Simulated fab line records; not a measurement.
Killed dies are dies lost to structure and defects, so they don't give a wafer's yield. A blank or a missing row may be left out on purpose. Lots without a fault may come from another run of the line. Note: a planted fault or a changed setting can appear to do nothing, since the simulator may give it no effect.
What tool caused it?	flow gf180mcu	10 lots, 30 wafers sampled, at 5 steps of a route of 602

## WHAT THE GAUGES READ, wafer by wafer
GF_HV_LDD_CD_MEAS_31: target cd 400 nm. Usual: cd nm at 400.0 nm, with a standard deviation of 2.3.
lot	measured	on	cd nm (nm)	flag
L742	day 11 13:17	cd sem-01	399.8 401.5 399.1	
L746	day 12 22:36	cd sem-02	399.4 399.6 397.6	
L748	day 13 20:30	cd sem-01	401.1 402.0 399.4	
L751	day 14 11:25	cd sem-02	399.3 399.8 403.3	
L754	day 15 11:20	cd sem-02	401.5 400.2 401.3	
L755	day 15 22:50	cd sem-02	398.3 399.3 398.7	
L759	day 17 00:10	cd sem-01	402.6 403.8 401.1	
L760	day 17 07:19	cd sem-01	402.2 400.6 399.8	
L761	day 17 17:01	cd sem-01	395.7 395.5 397.9	
L763	day 18 13:27	cd sem-01	400.3 400.9 401.6	

GF_PSD_RS_MEAS_14: measures by four-point-probe. Usual: for NSD_RS the level is 46.14 ohm/sq and the standard deviation is 0.085.
lot	measured	on	NSD_RS (ohm/sq)	flag
L742	day 14 03:44	film metro-03	46.10 46.13 46.12	
L746	day 15 18:21	film metro-01	46.15 46.15 46.13	
L748	day 16 19:32	film metro-04	46.17 46.23 46.21	
L751	day 17 10:34	film metro-03	46.03 46.03 46.03	
L754	day 18 11:38	film metro-04	46.16 46.09 45.95	
L755	day 19 01:05	film metro-01	46.00 46.13 46.03	
L759	day 20 04:46	film metro-04	46.16 46.29 46.19	
L760	day 20 12:13	film metro-04	44.56 44.53 44.53	OFF
L761	day 20 20:16	film metro-03	44.55 44.60 44.62	OFF
L763	day 21 18:08	film metro-04	46.04 46.34 46.22	

## WHAT TOOL EACH LOT RAN ON (gives the tool, then ch and the chambers of the sampled wafers, and finally the start)
lot	GF_HV_LDD_STRIP_37	GF_NSD_IMPLANT_09	GF_NSD_STRIP_11
L742	plasma asher-03 ch 0,1, day 11 14:03	implanter-04 ch 0, day 13 07:23	plasma asher-02 ch 0,1, day 13 07:41
L746	plasma asher-04 ch 0,1, day 12 23:22	implanter-02 ch 0, day 14 20:05	plasma asher-02 ch 0,1, day 14 20:23
L748	plasma asher-01 ch 0,1, day 13 21:16	implanter-04 ch 0, day 15 20:20	plasma asher-01 ch 0,1, day 15 20:38
L751	plasma asher-01 ch 0,1, day 14 12:10	implanter-02 ch 0, day 16 11:16	plasma asher-02 ch 0,1, day 16 11:33
L754	plasma asher-04 ch 0,1, day 15 12:05	implanter-04 ch 0, day 17 11:45	plasma asher-01 ch 0,1, day 17 12:02
L755	plasma asher-04 ch 0,1, day 15 23:35	implanter-01 ch 0, day 18 00:14	plasma asher-01 ch 0,1, day 18 00:32
L759	plasma asher-01 ch 1, day 17 00:53	implanter-02 ch 0, day 19 03:43	plasma asher-04 ch 1, day 19 03:59
L760	plasma asher-04 ch 0,1, day 17 08:02	implanter-04 ch 0, day 19 11:25	plasma asher-01 ch 0,1, day 19 11:41
L761	plasma asher-01 ch 0,1, day 17 17:44	implanter-04 ch 0, day 19 19:40	plasma asher-02 ch 0,1, day 19 19:56
L763	plasma asher-01 ch 0,1, day 18 14:13	implanter-02 ch 0, day 20 17:35	plasma asher-01 ch 0,1, day 20 17:53
- GF_HV_LDD_STRIP_37: strips in O2/N2.
- GF_NSD_IMPLANT_09
- GF_NSD_STRIP_11: strips in O2/N2.

## AS READ BY THE TOOLS THEMSELVES (means over the sampled wafers that have a number; for cases with no such wafer, the mark the record gives instead)
GF_HV_LDD_STRIP_37. Usual: drypump motor current A 6.38 A, standard deviation 0.17; heater power w 363 W, standard deviation 20; n2 flow sccm 300.0 sccm, standard deviation 0.91; oes product au 0.715 a.u., standard deviation 0.0048; platen temp c 250.03 C, standard deviation 0.2; strip time to endpoint s 12.65 s, standard deviation 0.031.
lot	tool	drypump motor current A (A)	heater power w (W)	n2 flow sccm (sccm)	oes product au (a.u.)	platen temp c (C)	strip time to endpoint s (s)	flag
L742	plasma asher-03	6.15	320	300.4	0.715	249.87	12.65	
L746	plasma asher-04	6.28	372	299.2	0.719	249.98	12.62	
L748	plasma asher-01	6.53	370	300.0	0.715	250.08	12.62	
L751	plasma asher-01	6.53	371	299.5	0.713	250.03	12.69	
L754	plasma asher-04	6.31	377	299.2	0.715	250.04	12.68	
L755	plasma asher-04	6.28	364	299.4	0.712	249.99	12.63	
L759	plasma asher-01	6.52	373	300.4	0.718	250.04	12.67	
L760	plasma asher-04	6.29	375	299.6	0.717	249.94	12.69	
L761	plasma asher-01	6.55	361	300.6	0.714	249.97	12.61	
L763	plasma asher-01	6.54	356	299.6	0.712	249.96	12.64	

GF_NSD_IMPLANT_09. Usual: beam on s 16.9 s, standard deviation 1.1; dose ions cm2 3.999e+15, standard deviation 4.5e+12; faraday current uA 13002, standard deviation 770.
lot	tool	beam on s (s)	dose ions cm2	faraday current uA	flag
L742	implanter-04	16.4	3.999e+15	13311	
L746	implanter-02	18.3	4.002e+15	11981	
L748	implanter-04	16.3	3.998e+15	13371	
L751	implanter-02	18.2	4.004e+15	12058	
L754	implanter-04	16.1	4.002e+15	13490	
L755	implanter-01	15.7	4.005e+15	13898	
L759	implanter-02	17.9	4.003e+15	12266	
L760	implanter-04	24.2	6.009e+15	13658	OFF
L761	implanter-04	24.4	6.012e+15	13460	OFF
L763	implanter-02	18.0	4.000e+15	12151	

GF_NSD_STRIP_11. Usual: drypump motor current A 6.41 A, standard deviation 0.21; heater power w 358 W, standard deviation 23; n2 flow sccm 299.8 sccm, standard deviation 1; oes product au 0.487 a.u., standard deviation 0.004; platen temp c 250.00 C, standard deviation 0.2; strip time to endpoint s 22.97 s, standard deviation 0.04.
lot	tool	drypump motor current A (A)	heater power w (W)	n2 flow sccm (sccm)	oes product au (a.u.)	platen temp c (C)	strip time to endpoint s (s)	flag
L742	plasma asher-02	6.46	356	299.5	0.491	250.04	22.99	
L746	plasma asher-02	6.44	357	299.0	0.487	249.96	22.94	
L748	plasma asher-01	6.54	364	299.8	0.486	249.79	22.96	
L751	plasma asher-02	6.44	359	301.1	0.487	249.91	23.02	
L754	plasma asher-01	6.53	369	299.4	0.488	249.86	22.94	
L755	plasma asher-01	6.54	356	300.6	0.489	250.00	22.97	
L759	plasma asher-04	6.32	382	300.6	0.488	250.12	22.99	
L760	plasma asher-01	6.51	364	300.6	0.474	249.98	23.86	OFF
L761	plasma asher-02	6.45	342	298.6	0.479	250.09	23.90	OFF
L763	plasma asher-01	6.52	367	300.1	0.487	250.14	22.96	

## THE ANSWER, worked out from the rows above alone
Rule: lot off if the mean of its wafers having a number is beyond 3 standard deviations from the usual mean. Also off: a lot with no number at a reading for which 4 or more lots have one. The other lots that the step has rows for count as sound. The gauges are gone through in route order, then the tools' own readings, and for those a lot's mean is taken as printed above. At the first step where some lot is off, the reading lying furthest off is the one used; lots without a number count as furthest.
Off: L760, L761, seen at GF_PSD_RS_MEAS_14 (NSD_RS).
A tool fits if, at a process step before that reading, it ran every lot that is off, and no sound lot after the first of them. Not tried: the gauges at GF_PSD_RS_MEAS_14; whatever is off there is also off at GF_NSD_IMPLANT_09, on other tools, and gauge error can't account for it. One fits: implanter-04 at GF_NSD_IMPLANT_09. A fault onset in the window from L754 (day 17 11:45, its last sound lot) to L760 (day 19 11:25, its first lot off) fits.
The tool's own readings at GF_NSD_IMPLANT_09 bear it out: on the lots that are off they differ by more than 5 times the standard deviation of the sound lots' means. beam on s reads 24.3 s there against 17.1 s on the sound lots; dose ions cm2 reads 6.010e+15 there against 4.002e+15 on the sound lots.

## WHAT HAD BEEN PUT IN BY THE SIMULATOR
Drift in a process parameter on implanter-04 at GF_NSD_IMPLANT_09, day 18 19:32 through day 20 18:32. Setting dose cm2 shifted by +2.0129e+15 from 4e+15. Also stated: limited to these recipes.
Struck lots among those shown: L760, L761. The rule above reached the same finding.
